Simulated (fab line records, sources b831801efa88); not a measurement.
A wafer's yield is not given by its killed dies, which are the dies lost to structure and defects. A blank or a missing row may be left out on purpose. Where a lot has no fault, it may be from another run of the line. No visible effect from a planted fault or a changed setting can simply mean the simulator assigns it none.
fab line records	flow sky130
record lots=11	wafers=33	lastDay=50
route steps=708 shown POLY_GATE@213 RES_PROTECT@214 CONTACT@423 METAL1@451 VIA1@479 PAD_OPEN@708
lots that met no fault: taken from a fault-free run of the same line
startH: the number of hours between the record's first day and the start of the first shown wafer of the lot	waitH: how many hours have passed since the lot's step before this one	" the same as in the row above	L1.1+2: one row covering several wafers at once	- no value present, or no start provided	* or withheld: withheld	< > ~ a bound
route shown NAME@n: names a module that has steps shown in the file, with the first one's number in the route	usual: the fault-free wafers' mean and standard deviation	same: alike in all rows	chamber/n: place in a boat	sites: each site's reading	_std_site: their standard deviation	_edge_site: the outer-site mean with the inner-site mean subtracted	radiusMm: for every site, how far away it sits from the centre of the wafer	mask NAME#n: copy n	behind: the most recent tool/chamber to have shaped the wafer	hold: why the lot was held/for how many hours/how that ended	device: which transistor (n, p or np) failed to switch	end of line: the same wafers' tests at the end of the route	a step given without rows: its recipe and nothing more	killed: at the first sort, the dies lost to defects and structure; wafer yield is something else	map: per-die view of a wafer (x killed, . not killed, _ where there is no die)
set.NAME: the run value of the setting; set.NAME@STEP: its run value at that earlier step	model.NAME: the simulator's own value behind a step, which no gauge read
a sample of lots followed through the steps of the route, with each step as a table and each wafer as a row
services: from which hour (startH, from the record's first day; less than 0 if before it) a tool's chamber was out of use, for how many hours, and why
## steps
# step SKY_POLY_GATE_IMPLANT_02
# recipe species=P	energyKev=30	doseCm2=7.7e+15	tiltDeg=0
# usual endStationPressureTorr=1.13e-05/8.3e-07	tiltDeg=0.003/0.018
lot.wafer	tool	chamber	startH	waitH	endStationPressureTorr	tiltDeg
L829.2	implanter-02	0	343.34	0.1	1.23e-05	-0.011
L829.3	"	0	"	"	1.15e-05	0.010
L829.4	"	0	"	"	1.18e-05	-0.019
L830.2	implanter-02	0	352.36	0.1	1.13e-05	0.001
L830.3	"	0	"	"	1.23e-05	-0.001
L830.6	"	0	"	"	1.19e-05	0.027
L831.1	implanter-04	0	361.37	0.1	1.19e-05	0.009
L831.4	"	0	"	"	1.11e-05	-0.008
L831.6	"	0	"	"	1.12e-05	0.018
L833.1	implanter-01	0	380.17	0.1	1.06e-05	0.012
L833.3	"	0	"	"	1.09e-05	0.018
L833.6	"	0	"	"	1.08e-05	-0.006
L834.2	implanter-01	0	389.97	0.1	9.6e-06	0.013
L834.4	"	0	"	"	1.05e-05	0.021
L834.6	"	0	"	"	1.04e-05	-0.008
L836.2	implanter-04	0	405.01	0.1	1.19e-05	0.010
L836.3	"	0	"	"	1.22e-05	-0.022
L836.6	"	0	"	"	1.19e-05	0.026
L842.2	implanter-04	0	462.47	0.1	1.13e-05	-0.008
L842.3	"	0	"	"	1.21e-05	-0.005
L842.5	"	0	"	"	1.22e-05	0.030
L846.3	implanter-02	0	496.84	0.1	1.3e-05	0.012
L846.4	"	0	"	"	1.13e-05	0.003
L846.5	"	0	"	"	1.12e-05	0.002
L848.1	implanter-02	0	509.02	0.1	1.12e-05	-0.014
L848.4	"	0	"	"	1.2e-05	0.028
L848.6	"	0	"	"	1.21e-05	-0.001
L850.3	implanter-02	0	527.87	0.1	1.17e-05	0.012
L850.4	"	0	"	"	1.25e-05	-0.014
L850.5	"	0	"	"	1.17e-05	-0.033
L851.1	implanter-02	0	536.69	0.1	1.3e-05	-0.004
L851.3	"	0	"	"	1.18e-05	0.032
L851.5	"	0	"	"	1.21e-05	0.007
# step SKY_RES_PROTECT_STRIP_07
# recipe chemistry=O2/N2	powerW=1400	pressureMtorr=1500	platenTempC=withheld	o2FlowSccm=3000	n2FlowSccm=300	overashFraction=0.5
# usual drypumpMotorCurrentA=5.7/0.51	oesProductAu=0.518/0.0046	stripTimeToEndpointS=23.29/0.041
lot.wafer	tool	chamber	startH	waitH	drypumpMotorCurrentA	oesProductAu	rfHoursCounterH	stripTimeToEndpointS
L829.2	plasmaAsher-03	1	343.47	0.1	6.5	0.517	62	23.26
L829.3	"	1	"	"	6.4	0.516	-	23.27
L829.4	"	0	"	"	6.1	0.520	-	23.27
L830.2	plasmaAsher-04	1	352.49	0.1	5.4	0.519	54	23.21
L830.3	"	1	"	"	5.4	0.517	-	23.23
L830.6	"	0	"	"	5.0	0.517	-	23.20
L831.1	plasmaAsher-04	0	361.52	0.1	5.0	0.517	55	23.33
L831.4	"	0	"	"	5.0	0.515	-	23.31
L831.6	"	0	"	"	5.0	0.515	-	23.34
L833.1	plasmaAsher-04	1	380.32	0.1	5.4	0.520	57	23.29
L833.3	"	0	"	"	5.0	0.516	-	23.24
L833.6	"	1	"	"	5.4	0.517	-	23.31
L834.2	plasmaAsher-03	0	390.09	0.1	6.1	0.513	67	23.28
L834.4	"	1	"	"	6.5	0.516	-	23.29
L834.6	"	1	"	"	6.5	0.522	-	23.31
L836.2	plasmaAsher-04	0	405.14	0.1	5.0	0.522	59	23.29
L836.3	"	0	"	"	5.0	0.515	-	23.30
L836.6	"	0	"	"	5.0	0.527	-	23.26
L842.2	plasmaAsher-04	1	462.59	0.1	5.4	0.517	65	23.15
L842.3	"	1	"	"	5.4	0.515	-	23.16
L842.5	"	0	"	"	5.0	0.510	-	23.18
L846.3	plasmaAsher-01	1	496.97	0.1	5.9	0.513	-	23.25
L846.4	"	0	"	"	5.7	0.516	-	23.29
L846.5	"	1	"	"	5.9	0.521	-	23.32
L848.1	plasmaAsher-04	1	509.17	0.1	5.4	0.516	71	23.35
L848.4	"	0	"	"	5.0	0.514	-	23.32
L848.6	"	1	"	"	5.4	0.527	-	23.32
L850.3	plasmaAsher-04	0	528.00	0.1	5.0	0.514	-	23.31
L850.4	"	1	"	"	5.5	0.517	-	23.29
L850.5	"	0	"	"	5.0	0.531	-	23.25
L851.1	plasmaAsher-04	1	536.84	0.1	5.4	0.520	75	23.28
L851.3	"	1	"	"	5.5	0.515	-	23.27
L851.5	"	0	"	"	5.0	0.519	-	23.31
# step SKY_CONTACT_ETCH_17
# recipe target=SiO2	chemistry=C4F8/O2/Ar	stopOn=Si3N4	maskMaterial=KrF-thick	sourceW=1500	biasW=1200	pressureMtorr=40	c4f8FlowSccm=withheld	O2_flow_sccm=6	Ar_flow_sccm=300	timeS=withheld	targetDepthA=3400
# usual oesProductAu=0.892/0.0052
lot.wafer	tool	chamber	startH	waitH	oesProductAu
L829.2	rieDiel-04	2	740.44	0.0	0.885
L829.3	"	0	"	"	0.885
L829.4	"	1	"	"	0.894
L830.2	rieDiel-02	0	744.89	0.0	0.899
L830.3	"	2	"	"	0.892
L830.6	"	1	"	"	0.877
L831.1	rieDiel-03	0	754.44	0.0	0.892
L831.4	"	0	"	"	0.896
L831.6	"	3	"	"	0.890
L833.1	rieDiel-03	2	772.24	0.0	0.887
L833.3	"	0	"	"	0.890
L833.6	"	1	"	"	0.893
L834.2	rieDiel-02	1	787.17	0.0	0.899
L834.4	"	0	"	"	0.891
L834.6	"	3	"	"	0.899
L836.2	rieDiel-03	2	796.94	0.0	0.893
L836.3	"	0	"	"	0.884
L836.6	"	1	"	"	0.895
L846.3	rieDiel-02	2	875.04	0.0	0.892
L846.4	"	2	"	"	0.894
L846.5	"	1	"	"	0.885
L848.1	rieDiel-02	1	883.99	0.0	0.892
L848.4	"	3	"	"	0.895
L848.6	"	3	"	"	0.901
L850.3	rieDiel-04	1	900.94	0.0	0.895
L850.4	"	3	"	"	0.894
L850.5	"	3	"	"	0.882
L851.1	rieDiel-03	2	908.12	0.0	0.895
L851.3	"	3	"	"	0.891
L851.5	"	1	"	"	0.893
# step SKY_METAL1_DESCUM_17
# recipe chemistry=O2	sourcePowerW=150	biasPowerW=0	pressureMtorr=10	tempC=40	timeS=8
# usual drypumpMotorCurrentA=5.7/0.4	oesProductAu=1.000/0.0076
lot.wafer	tool	chamber	startH	waitH	drypumpMotorCurrentA	oesProductAu	rfHoursCounterH
L829.2	rieMetal-02	1	769.74	0.0	5.4	1.005	5
L829.3	"	0	"	"	5.6	1.005	-
L829.4	"	1	"	"	5.4	1.002	-
L830.2	rieMetal-01	1	773.54	0.0	6.4	0.997	12
L830.3	"	1	"	"	6.4	0.993	-
L830.6	"	1	"	"	6.4	0.996	-
L831.1	rieMetal-01	1	783.15	0.0	6.4	0.994	13
L831.4	"	1	"	"	6.3	0.993	-
L831.6	"	1	"	"	6.3	0.996	-
L833.1	rieMetal-01	0	801.05	0.0	5.8	0.999	12
L833.3	"	0	"	"	5.8	1.004	-
L833.6	"	1	"	"	6.3	1.001	-
L834.2	rieMetal-03	1	815.75	0.0	5.5	1.004	3
L834.4	"	1	"	"	5.6	1.004	-
L834.6	"	1	"	"	5.5	0.992	-
L836.2	rieMetal-02	1	825.09	0.0	5.3	1.001	8
L836.3	"	1	"	"	5.3	1.000	-
L836.6	"	0	"	"	5.5	1.003	-
L846.3	rieMetal-01	0	902.46	0.0	5.9	1.007	-
L846.4	"	1	"	"	6.3	1.006	-
L846.5	"	0	"	"	5.8	0.990	-
L848.1	rieMetal-01	1	911.20	0.0	6.3	1.005	1
L848.4	"	1	"	"	6.3	1.008	-
L848.6	"	1	"	"	6.3	1.007	-
L850.3	rieMetal-02	0	926.61	0.0	5.6	1.008	-
L850.4	"	1	"	"	5.3	1.011	-
L850.5	"	0	"	"	5.5	1.005	-
L851.1	rieMetal-02	0	933.95	0.0	5.5	1.004	5
L851.3	"	0	"	"	5.6	0.998	-
L851.5	"	1	"	"	5.4	0.997	-
# step SKY_VIA1_CVD_21
# recipe material=W	targetThkNm=270	timeS=80.902	tempC=400	pressureTorr=40
# usual heaterPowerW=792/44
lot.wafer	tool	chamber	startH	waitH	heaterPowerW	sinceWetCleanH
L829.2	cvdW-02	0	798.81	0.0	840	895
L829.3	"	1	"	"	861	-
L829.4	"	0	"	"	857	-
L830.2	cvdW-01	1	802.72	0.0	740	399
L830.3	"	0	"	"	770	-
L830.6	"	0	"	"	790	-
L831.1	cvdW-01	0	812.19	0.0	783	408
L831.4	"	0	"	"	785	-
L831.6	"	0	"	"	783	-
L833.1	cvdW-01	1	829.54	0.0	733	426
L833.3	"	0	"	"	787	-
L833.6	"	1	"	"	735	-
L834.2	cvdW-02	1	844.43	0.0	874	940
L834.4	"	0	"	"	859	-
L834.6	"	0	"	"	850	-
L836.2	cvdW-01	0	852.39	0.0	786	448
L836.3	"	0	"	"	800	-
L836.6	"	1	"	"	724	-
L846.3	cvdW-01	1	929.23	0.1	734	-
L846.4	"	0	"	"	821	-
L846.5	"	1	"	"	740	-
L848.1	cvdW-02	0	941.70	0.0	798	24
L848.4	"	0	"	"	773	-
L848.6	"	0	"	"	771	-
L850.3	cvdW-02	1	954.06	0.1	815	-
L850.4	"	0	"	"	801	-
L850.5	"	0	"	"	793	-
L851.1	cvdW-02	1	960.13	0.0	780	42
L851.3	"	0	"	"	769	-
L851.5	"	1	"	"	831	-
# step SKY_PAD_OPEN_PROBE_99
# usual defectLimitedYield=82.6/2.1	killed_at_M0_to_M3=43/7.3	killed_at_M4_up=3.1/1.8	killedAtContacts=24/5.4	killedAtFrontEnd=15/4.1	killedAtOther=0.2/0.52	killedDies=86/10	killedOnRim=17/4.1	killedOpen=47/7.3	killedShort=39/6.4	sort_bin_3_pad_short=0.8/0.37	sort_bin_5_function=10.1/1.4	sort_bin_6_memory=6.4/1.2	sortNPass=406/10	sortYieldPct=82.6/2.1
# same grossDies=492	killedAtBackSide=0	sort_bin_4_leakage[%]=0	sort_bin_8_speed[%]=0
lot.wafer	tool	chamber	startH	waitH	defectLimitedYield[%]	killed_at_M0_to_M3	killed_at_M4_up	killedAtContacts	killedAtFrontEnd	killedAtOther	killedDies	killedOnRim	killedOpen	killedShort	sort_bin_3_pad_short[%]	sort_bin_5_function[%]	sort_bin_6_memory[%]	sortNPass	sortYieldPct[%]
L829.2	prober-02	-	1077.82	0.1	82.3	46	4	22	13	2	87	18	43	44	0.6	10.6	6.5	405	82.3
L829.3	prober-02	-	1077.87	0.2	80.5	41	2	33	20	0	96	14	43	53	1.6	10.4	7.5	396	80.5
L829.4	prober-02	-	1077.92	0.2	83.1	42	2	23	16	0	83	19	45	38	0.4	11.2	5.3	409	83.1
L830.2	prober-01	-	1082.87	0.1	81.9	55	3	24	6	1	89	16	52	37	1.0	9.6	7.5	403	81.9
L830.3	prober-01	-	1082.92	0.2	82.1	44	5	27	12	0	88	18	43	45	0.6	9.1	8.1	404	82.1
L830.6	prober-01	-	1083.07	0.2	81.9	42	2	30	15	0	89	16	50	39	1.2	9.8	7.1	403	81.9
L831.1	prober-02	-	1092.11	0.1	86.6	31	1	20	14	0	66	10	32	34	0.6	8.9	3.9	426	86.6
L831.4	prober-02	-	1092.26	0.2	83.1	51	3	18	10	1	83	13	45	38	0.2	10.8	5.9	409	83.1
L831.6	prober-02	-	1092.36	0.2	78.9	59	5	26	14	0	104	19	59	45	1.4	10.8	8.9	388	78.9
L833.1	prober-02	-	1104.31	0.1	82.5	44	4	22	16	0	86	16	49	37	1.0	10.0	6.5	406	82.5
L833.3	prober-02	-	1104.41	0.2	87.4	36	1	13	12	0	62	11	35	27	0.4	8.3	3.9	430	87.4
L833.6	prober-02	-	1104.56	0.2	84.6	32	4	27	12	1	76	15	38	38	0.6	9.3	5.5	416	84.6
L834.2	prober-01	-	1116.36	0.1	82.1	53	1	18	16	0	88	24	44	44	1.4	11.2	5.3	404	82.1
L834.4	prober-01	-	1116.46	0.2	80.5	48	1	23	24	0	96	15	60	36	0.4	10.4	8.7	396	80.5
L834.6	prober-01	-	1116.56	0.2	77.2	62	2	26	21	1	112	24	58	53	1.8	12.0	8.9	380	77.2
L836.2	prober-01	-	1121.60	0.1	88.0	32	3	17	7	0	59	8	29	30	0.4	7.7	3.9	433	88.0
L836.3	prober-01	-	1121.65	0.2	80.3	38	4	35	20	0	97	18	48	49	1.0	11.6	7.1	395	80.3
L836.6	prober-01	-	1121.80	0.2	82.9	40	4	24	15	1	84	20	52	32	1.2	9.3	6.5	408	82.9
L846.3	prober-02	-	1175.71	0.2	78.3	54	3	27	23	0	107	18	60	47	0.6	15.0	6.1	385	78.3
L846.4	prober-02	-	1175.76	0.2	82.9	39	0	29	15	1	84	18	46	38	0.8	8.9	7.3	408	82.9
L846.5	prober-02	-	1175.81	0.2	82.7	37	0	34	14	0	85	21	47	38	0.4	11.2	5.7	407	82.7
L848.1	prober-01	-	1185.13	0.1	83.7	36	4	19	21	0	80	17	40	40	0.6	10.6	5.1	412	83.7
L848.4	prober-01	-	1185.28	0.2	83.3	43	5	23	11	0	82	16	47	33	1.0	10.6	5.1	410	83.3
L848.6	prober-01	-	1185.38	0.2	81.9	38	2	30	19	0	89	24	60	28	0.8	9.6	7.7	403	81.9
L850.3	prober-01	-	1192.69	0.2	84.6	39	1	19	17	0	76	17	39	37	0.2	10.0	5.3	416	84.6
L850.4	prober-01	-	1192.74	0.2	83.1	40	3	26	14	0	83	17	42	41	0.6	10.2	6.1	409	83.1
L850.5	prober-01	-	1192.79	0.2	81.5	53	5	17	16	0	91	17	57	34	0.8	11.2	6.5	401	81.5
L851.1	prober-02	-	1195.51	0.1	82.1	46	3	25	14	0	88	16	46	42	1.0	11.8	5.1	404	82.1
L851.3	prober-02	-	1195.61	0.2	85.6	36	4	21	9	1	71	16	42	29	0.4	7.9	6.1	421	85.6
L851.5	prober-02	-	1195.71	0.2	82.1	50	2	19	17	0	88	15	52	36	0.6	9.1	8.1	404	82.1
# killed by level:class
L829.2 VIA2:geometricParticle:open=11 CONTACT:geometricParticle:open=8 VIA1:geometricParticle:open=7 CONTACT:geometricParticle:short=6 METAL1:geometricParticle:short=6 METAL3:geometricParticle:short=5 VIA3:geometricParticle:open=5 POLY_GATE:geometricParticle:short=4
L829.3 VIA1:geometricParticle:open=11 CONTACT:geometricParticle:open=9 LOCAL_INTERCONNECT:geometricParticle:short=6 CONTACT:geometricParticle:short=6 METAL1:geometricParticle:short=6 FIELD_ISO:geometricParticle:short=5 FIELD_ISO:geometricParticle:open=5 LI_CONTACT:geometricParticle:open=5
L829.4 LI_CONTACT:geometricParticle:open=9 VIA1:geometricParticle:open=8 VIA2:geometricParticle:open=8 VIA2:geometricParticle:short=7 CONTACT:geometricParticle:open=6 LI_CONTACT:geometricParticle:short=4 METAL1:geometricParticle:short=4 FIELD_ISO:geometricParticle:short=3
L830.2 VIA1:geometricParticle:open=16 CONTACT:geometricParticle:open=11 VIA3:geometricParticle:open=9 METAL1:geometricParticle:short=8 VIA2:geometricParticle:open=6 METAL2:geometricParticle:short=5 VIA1:geometricParticle:short=4 CONTACT:geometricParticle:short=4
L830.3 METAL1:geometricParticle:short=10 CONTACT:geometricParticle:open=9 VIA2:geometricParticle:open=8 CONTACT:geometricParticle:short=8 METAL2:geometricParticle:short=7 VIA1:geometricParticle:open=6 LI_CONTACT:geometricParticle:open=5 VIA1:geometricParticle:short=4
L830.6 CONTACT:geometricParticle:open=14 LOCAL_INTERCONNECT:geometricParticle:short=9 VIA1:geometricParticle:open=8 VIA1:geometricParticle:short=6 POLY_GATE:geometricParticle:open=5 VIA3:geometricParticle:open=5 METAL1:geometricParticle:short=5 FIELD_ISO:geometricParticle:short=4
L831.1 VIA1:geometricParticle:open=7 VIA1:geometricParticle:short=6 LI_CONTACT:geometricParticle:open=5 LOCAL_INTERCONNECT:geometricParticle:short=5 CONTACT:geometricParticle:open=5 VIA3:geometricParticle:open=5 FIELD_ISO:geometricParticle:open=4 POLY_GATE:geometricParticle:short=4
L831.4 VIA1:geometricParticle:short=11 CONTACT:geometricParticle:open=9 VIA1:geometricParticle:open=9 VIA3:geometricParticle:open=8 METAL1:geometricParticle:open=5 LOCAL_INTERCONNECT:geometricParticle:short=4 METAL3:geometricParticle:short=4 VIA2:geometricParticle:open=4
L831.6 VIA2:geometricParticle:open=13 METAL2:geometricParticle:short=10 VIA1:geometricParticle:open=9 LI_CONTACT:geometricParticle:open=8 LOCAL_INTERCONNECT:geometricParticle:short=6 VIA3:geometricParticle:open=6 POLY_GATE:geometricParticle:open=5 CONTACT:geometricParticle:open=5
L833.1 VIA1:geometricParticle:open=10 LI_CONTACT:geometricParticle:open=9 VIA3:geometricParticle:open=9 METAL2:geometricParticle:short=8 CONTACT:geometricParticle:open=6 FIELD_ISO:geometricParticle:open=4 FIELD_ISO:geometricParticle:short=4 VIA3:geometricParticle:short=4
L833.3 VIA1:geometricParticle:open=9 METAL2:geometricParticle:short=6 CONTACT:geometricParticle:open=6 VIA1:geometricParticle:short=5 METAL1:geometricParticle:short=4 POLY_CUT:geometricParticle:open=3 FIELD_ISO:geometricParticle:short=3 LI_CONTACT:geometricParticle:open=3
L833.6 LI_CONTACT:geometricParticle:open=8 CONTACT:geometricParticle:short=8 CONTACT:geometricParticle:open=7 VIA1:geometricParticle:short=7 VIA1:geometricParticle:open=7 VIA3:geometricParticle:open=5 VIA2:geometricParticle:open=4 FIELD_ISO:geometricParticle:short=3
L834.2 VIA1:geometricParticle:short=10 VIA1:geometricParticle:open=10 LI_CONTACT:geometricParticle:open=7 METAL2:geometricParticle:short=6 METAL1:geometricParticle:short=5 VIA2:geometricParticle:open=5 VIA3:geometricParticle:open=5 FIELD_ISO:geometricParticle:open=4
L834.4 VIA1:geometricParticle:open=12 LI_CONTACT:geometricParticle:open=10 CONTACT:geometricParticle:open=9 FIELD_ISO:geometricParticle:open=7 POLY_GATE:geometricParticle:open=6 METAL1:geometricParticle:short=6 FIELD_ISO:geometricParticle:short=4 METAL3:geometricParticle:short=4
L834.6 VIA1:geometricParticle:open=16 CONTACT:geometricParticle:open=11 METAL2:geometricParticle:short=10 LI_CONTACT:geometricParticle:open=9 FIELD_ISO:geometricParticle:short=8 METAL1:geometricParticle:short=8 VIA2:geometricParticle:open=7 VIA1:geometricParticle:short=6
L836.2 CONTACT:geometricParticle:open=7 VIA1:geometricParticle:open=5 METAL2:geometricParticle:short=5 METAL1:geometricParticle:short=4 VIA1:geometricParticle:short=4 VIA3:geometricParticle:open=4 LI_CONTACT:geometricParticle:short=3 LI_CONTACT:geometricParticle:open=3
L836.3 LOCAL_INTERCONNECT:geometricParticle:short=9 CONTACT:geometricParticle:short=9 VIA3:geometricParticle:open=9 LI_CONTACT:geometricParticle:open=8 CONTACT:geometricParticle:open=8 VIA2:geometricParticle:open=7 FIELD_ISO:geometricParticle:open=6 FIELD_ISO:geometricParticle:short=6
L836.6 CONTACT:geometricParticle:open=11 VIA1:geometricParticle:open=10 LI_CONTACT:geometricParticle:open=6 VIA3:geometricParticle:open=6 VIA1:geometricParticle:short=6 POLY_GATE:geometricParticle:open=5 LOCAL_INTERCONNECT:geometricParticle:short=5 SPACER:geometricParticle:open=4
L846.3 VIA1:geometricParticle:open=11 CONTACT:geometricParticle:open=11 VIA3:geometricParticle:open=9 FIELD_ISO:geometricParticle:open=8 METAL2:geometricParticle:short=8 VIA1:geometricParticle:short=7 LOCAL_INTERCONNECT:geometricParticle:short=7 VIA2:geometricParticle:open=7
L846.4 VIA1:geometricParticle:open=12 CONTACT:geometricParticle:open=10 LOCAL_INTERCONNECT:geometricParticle:short=7 FIELD_ISO:geometricParticle:open=6 LI_CONTACT:geometricParticle:open=6 METAL2:geometricParticle:short=6 METAL1:geometricParticle:short=5 VIA3:geometricParticle:open=5
L846.5 CONTACT:geometricParticle:open=14 METAL1:geometricParticle:short=9 VIA1:geometricParticle:open=8 LOCAL_INTERCONNECT:geometricParticle:short=6 LI_CONTACT:geometricParticle:open=5 POLY_GATE:geometricParticle:short=4 VIA2:geometricParticle:open=4 METAL2:geometricParticle:short=4
L848.1 METAL1:geometricParticle:short=8 LI_CONTACT:geometricParticle:open=7 CONTACT:geometricParticle:open=7 VIA1:geometricParticle:open=7 FIELD_ISO:geometricParticle:open=6 POLY_GATE:geometricParticle:short=6 METAL2:geometricParticle:short=4 FIELD_ISO:geometricParticle:short=3
L848.4 VIA1:geometricParticle:open=12 LI_CONTACT:geometricParticle:open=10 VIA2:geometricParticle:open=7 CONTACT:geometricParticle:open=6 VIA1:geometricParticle:short=5 METAL2:geometricParticle:short=4 METAL1:geometricParticle:short=4 FIELD_ISO:geometricParticle:open=3
L848.6 LI_CONTACT:geometricParticle:open=13 CONTACT:geometricParticle:open=10 VIA1:geometricParticle:open=9 POLY_GATE:geometricParticle:open=7 VIA2:geometricParticle:open=7 FIELD_ISO:geometricParticle:open=5 POLY_GATE:geometricParticle:short=4 METAL3:geometricParticle:short=4
L850.3 FIELD_ISO:geometricParticle:short=8 VIA1:geometricParticle:open=7 VIA3:geometricParticle:open=6 CONTACT:geometricParticle:open=6 VIA2:geometricParticle:open=5 LI_CONTACT:geometricParticle:short=4 LI_CONTACT:geometricParticle:open=4 VIA2:geometricParticle:short=4
L850.4 CONTACT:geometricParticle:open=10 VIA1:geometricParticle:open=8 LI_CONTACT:geometricParticle:open=7 METAL1:geometricParticle:short=7 FIELD_ISO:geometricParticle:short=6 VIA1:geometricParticle:short=6 VIA3:geometricParticle:open=6 LOCAL_INTERCONNECT:geometricParticle:short=5
L850.5 VIA3:geometricParticle:open=13 VIA1:geometricParticle:open=12 VIA2:geometricParticle:open=7 CONTACT:geometricParticle:open=7 POLY_GATE:geometricParticle:open=5 LI_CONTACT:geometricParticle:open=5 METAL1:geometricParticle:short=5 VIA1:geometricParticle:short=4
L851.1 VIA2:geometricParticle:open=9 LI_CONTACT:geometricParticle:open=8 CONTACT:geometricParticle:open=8 VIA1:geometricParticle:open=8 VIA2:geometricParticle:short=6 METAL1:geometricParticle:short=6 METAL2:geometricParticle:short=5 FIELD_ISO:geometricParticle:open=4
L851.3 CONTACT:geometricParticle:open=10 LI_CONTACT:geometricParticle:open=7 VIA1:geometricParticle:open=6 VIA3:geometricParticle:open=5 METAL2:geometricParticle:short=5 FIELD_ISO:geometricParticle:short=4 VIA2:geometricParticle:open=4 FIELD_ISO:geometricParticle:open=3
L851.5 VIA1:geometricParticle:open=15 CONTACT:geometricParticle:open=8 METAL1:geometricParticle:short=7 POLY_GATE:geometricParticle:open=6 LI_CONTACT:geometricParticle:open=6 VIA1:geometricParticle:short=6 VIA2:geometricParticle:open=6 VIA3:geometricParticle:open=5
## services
tool	chamber	startH	hours	kind
cvdW-02	1	326.71	2.5	repair
implanter-02	-	341.40	0.9	repair
cvdW-01	1	343.64	3.4	repair
rieMetal-01	-	369.62	1.0	repair
cvdW-01	-	390.00	14.0	pm
implanter-02	-	394.73	6.7	pm
cvdW-02	-	404.00	6.0	pm
cvdW-01	-	431.75	6.0	pm
cvdW-01	-	437.75	2.8	pm
implanter-02	-	510.49	1.0	repair
implanter-02	-	539.66	1.3	repair
implanter-02	-	635.71	6.2	repair
plasmaAsher-04	-	723.76	2.8	pm
implanter-02	-	760.93	1.7	repair
implanter-02	-	765.85	1.1	repair
plasmaAsher-04	-	775.26	2.3	repair
implanter-02	-	805.39	2.3	repair
implanter-02	-	808.41	0.7	repair
implanter-02	-	835.11	1.1	repair
implanter-02	-	844.37	4.8	pm
implanter-02	-	883.68	4.7	pm
plasmaAsher-04	-	899.95	1.8	repair
plasmaAsher-04	-	912.58	1.0	repair
plasmaAsher-04	-	957.66	1.4	repair
## key
firstSign step=SKY_RES_PROTECT_STRIP_07	reading=stripTimeToEndpointS	direction=down	sigmas=3.1	usual=*	struck=*
effect none on later readings
metAt SKY_POLY_GATE_IMPLANT_02
struckLots L842
rowsEnd L842.2,L842.3,L842.5
notActingAt SKY_CONTACT_ETCH_17,SKY_METAL1_DESCUM_17,SKY_VIA1_CVD_21
onsetBetween 405.01 462.47
fault kind=processParameterDrift	tool=implanter-04	chamber=-	onsetH=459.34	steps=SKY_POLY_GATE_IMPLANT_02	channel=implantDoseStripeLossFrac	offset=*	shape=step	endH=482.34
# rowsEnd: these wafers met a further fault down the route, and their rows from its step on are left out
